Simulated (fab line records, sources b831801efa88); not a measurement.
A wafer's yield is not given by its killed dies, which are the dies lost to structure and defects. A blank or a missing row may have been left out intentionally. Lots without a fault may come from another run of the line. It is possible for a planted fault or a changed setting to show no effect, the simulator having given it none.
Tool commonality check	flow gf180mcu	Sampled: 13 lots, 39 wafers

## REASON FOR OPENING
1 of 13 lots carry a flag on the reading HV_LDD_4_TW at GF_HV_LDD_TW_MEAS_50. Wafers without a fault read 569, standard deviation 3.9.
Rule: flag the lot when none of its wafers has a number, or when each of its wafers that has one lies beyond 4 standard deviations from that mean. As for the other lots, they are considered sound.

lot	measured	on	HV_LDD_4_TW, wafer by wafer	flag
L786	day 12 07:22	film_metro-04	577 575 575	
L787	day 12 16:13	film_metro-03	567 569 564	
L795	day 16 09:22	film_metro-04	30 30 30	FLAGGED
L799	day 17 05:47	film_metro-02	568 564 566	
L798	day 17 07:51	film_metro-04	571 572 572	
L801	day 17 15:45	film_metro-02	566 567 568	
L802	day 18 06:14	film_metro-04	575 573 571	
L803	day 18 10:23	film_metro-04	576 574 575	
L804	day 18 10:44	film_metro-02	571 566 571	
L806	day 19 06:43	film_metro-03	563 562 563	
L807	day 19 13:58	film_metro-03	565 564 562	
L808	day 20 03:31	film_metro-04	575 574 572	
L809	day 20 05:33	film_metro-03	566 564 562	
The numbers of the flagged lots are 30 on average: -539 against the usual, or -99 or more standard deviations.

## TOOL THAT RAN EACH LOT
The record keeps 1 process step preceding the reading, out of 602 steps on the route. Every cell lists first the tool, next ch and the chambers used by the sampled wafers, and last the start.
lot	flag	GF_HV_LDD_EXPOSE_43
L786		iline_stepper-01 ch 0, day 11 22:01
L787		iline_stepper-02 ch 0, day 12 07:09
L795	FLAGGED	iline_stepper-02 ch 0, day 15 21:55
L799		iline_stepper-02 ch 0, day 16 17:46
L798		iline_stepper-01 ch 0, day 16 19:49
L801		iline_stepper-02 ch 0, day 17 03:48
L802		iline_stepper-02 ch 0, day 17 18:22
L803		iline_stepper-02 ch 0, day 17 21:59
L804		iline_stepper-02 ch 0, day 17 22:37
L806		iline_stepper-02 ch 0, day 18 17:55
L807		iline_stepper-02 ch 0, day 19 01:40
L808		iline_stepper-01 ch 0, day 19 15:07
L809		iline_stepper-01 ch 0, day 19 17:21
What these steps do:
- GF_HV_LDD_EXPOSE_43: exposes mask Pplus HV AREA, target cd 400 nm.
- GF_HV_LDD_TW_MEAS_50

## FLAGGED AGAINST TOTAL, ONE TOOL AT A TIME (gauges that did the reading follow at the end)
step	tool	lots run	flagged	share of the flagged lots	sound lots run after its first flagged lot
GF_HV_LDD_EXPOSE_43	iline_stepper-01	4	0	none	-
GF_HV_LDD_EXPOSE_43	iline_stepper-02	9	1	all	7 (L799,L801,L802,L803,L804,L806,L807)
GF_HV_LDD_TW_MEAS_50	film_metro-02	3	0	none	-
GF_HV_LDD_TW_MEAS_50	film_metro-03	4	0	none	-
GF_HV_LDD_TW_MEAS_50	film_metro-04	6	1	all	4 (L798,L802,L803,L808)

## WHAT THE TABLE ALLOWS
Rows of the table that ran all the flagged lots, 2 in number: iline_stepper-02 at GF_HV_LDD_EXPOSE_43; film_metro-04 at GF_HV_LDD_TW_MEAS_50.
- iline_stepper-02 at GF_HV_LDD_EXPOSE_43: 1 of its 9 lots flagged. Sound lots ran on it after the first flagged one (L799, L801, L802, L803, L804, L806, L807), which a lasting fault on the whole tool wouldn't allow.
- film_metro-04 at GF_HV_LDD_TW_MEAS_50: 1 of its 6 lots flagged. Sound lots ran on it after the first flagged one (L798, L802, L803, L808), which a lasting fault on the whole tool wouldn't allow.
No row of the table ran every flagged lot and no sound lot after the first.

## WHAT THE SIMULATOR HAD INSERTED
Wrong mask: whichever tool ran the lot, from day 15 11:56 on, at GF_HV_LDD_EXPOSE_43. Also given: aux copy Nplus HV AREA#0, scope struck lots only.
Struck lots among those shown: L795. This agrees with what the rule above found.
